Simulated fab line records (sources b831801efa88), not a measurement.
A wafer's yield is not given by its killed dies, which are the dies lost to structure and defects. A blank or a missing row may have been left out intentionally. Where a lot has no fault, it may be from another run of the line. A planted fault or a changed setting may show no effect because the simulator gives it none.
Which tool is to blame? | flow gf180mcu | 21 wafers sampled from 7 lots at 1 step of a route of 602

## WHAT THE GAUGES SHOWED, per wafer
GF_HV_LDD_OVL_MEAS_08.
lot  | measured     | on         | HV_LDD_OVL (nm)
L847 | day 10 06:09 | overlay-01 | -0.8 -0.7 -3.0
L856 | day 13 04:23 | overlay-02 | 2.1 2.4 1.7
L858 | day 13 16:10 | overlay-01 | 1.6 2.1 1.0
L862 | day 14 22:14 | overlay-01 | -2.4 -2.5 0.1
L864 | day 15 09:44 | overlay-01 | -0.9 -1.7 1.2
L866 | day 16 02:13 | overlay-02 | 1.5 0.9 1.9
L868 | day 16 16:29 | overlay-02 | -0.2 1.2 -0.3

## EACH LOT AND THE TOOL THAT RAN IT (in order: tool; ch and the chambers of the sampled wafers; start)
The record shows no process step preceding these readings.

## THE ANSWER, worked out from the rows above alone
Rule: the lots themselves supply what counts as usual. The widest of any qualifying gaps counts: lots, ordered by their means at a reading, are off when they make up no more than a third of the lots, leave a main group of 4 or more, and stand apart from it by 3 or more times the standard deviation of that group's means. Not used: any main group whose means are identical at the precision the tables above print for the reading. Also off: a lot with no number at a reading for which 4 or more lots have one. Where the step has rows for the other lots, those lots are counted as sound.
No lot is off on any of the readings shown, so nothing can be concluded from this.

## WHAT THE SIMULATOR HAD PUT IN
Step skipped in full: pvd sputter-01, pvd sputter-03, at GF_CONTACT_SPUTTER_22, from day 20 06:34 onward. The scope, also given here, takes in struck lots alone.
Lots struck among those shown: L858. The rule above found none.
